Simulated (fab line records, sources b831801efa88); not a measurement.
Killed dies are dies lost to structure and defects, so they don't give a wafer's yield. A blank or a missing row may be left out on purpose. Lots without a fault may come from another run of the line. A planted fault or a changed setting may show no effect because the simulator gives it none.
Chamber matching | flow gf180mcu | GF_V3_CVD_02 on pecvd-02: 3 sister chambers
The step deposits SiO2 from TEOS, target thk 850 nm, time 94.851 s. 3 wafers are shown with their chamber, then 10 later ones without.

WAFERS WITH THEIR CHAMBER
wafer  | chamber | heater_power_w (W)
L318.1 | 2       | 521
L319.1 | 0       | 621
L319.2 | 1       | 694

WAFERS WITHOUT THEIR CHAMBER
wafer  | heater_power_w (W)
L319.5 | 663
L320.1 | 576
L320.4 | 605
L320.6 | 617
L321.2 | 586
L321.4 | 604
L321.6 | 703
L323.2 | 568
L323.3 | 530
L323.6 | 570

WHICH CHAMBER EACH WENT THROUGH
wafer  | from the rows above     | in truth
L319.5 | can't be placed: 1 or 0 | 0
L320.1 | can't be placed: 0 or 2 | 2
L320.4 | 0                       | 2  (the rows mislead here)
L320.6 | 0                       | 0
L321.2 | can't be placed: 0 or 2 | 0
L321.4 | 0                       | 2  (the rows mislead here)
L321.6 | 1                       | 1
L323.2 | can't be placed: 2 or 0 | 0
L323.3 | 2                       | 2
L323.6 | can't be placed: 2 or 0 | 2
Placed correctly: 3 of 10. Can't be placed from these rows: 5 (the true chamber is among the candidates in 5). Placed wrongly: 2.
How it was worked out, from the rows above alone: a wafer's distance from a chamber is the root of the sum, over the readings, of the square of ((its reading less the chamber's mean) divided by the reading's scatter). The wafer belongs to the nearest chamber; if the next one is less than 2 further off, it can't be placed. A chamber's mean is the mean of its shown wafers. The scatter: with one shown wafer a chamber, the root of the mean of the squares of how far each hidden wafer lies from its nearest shown one.
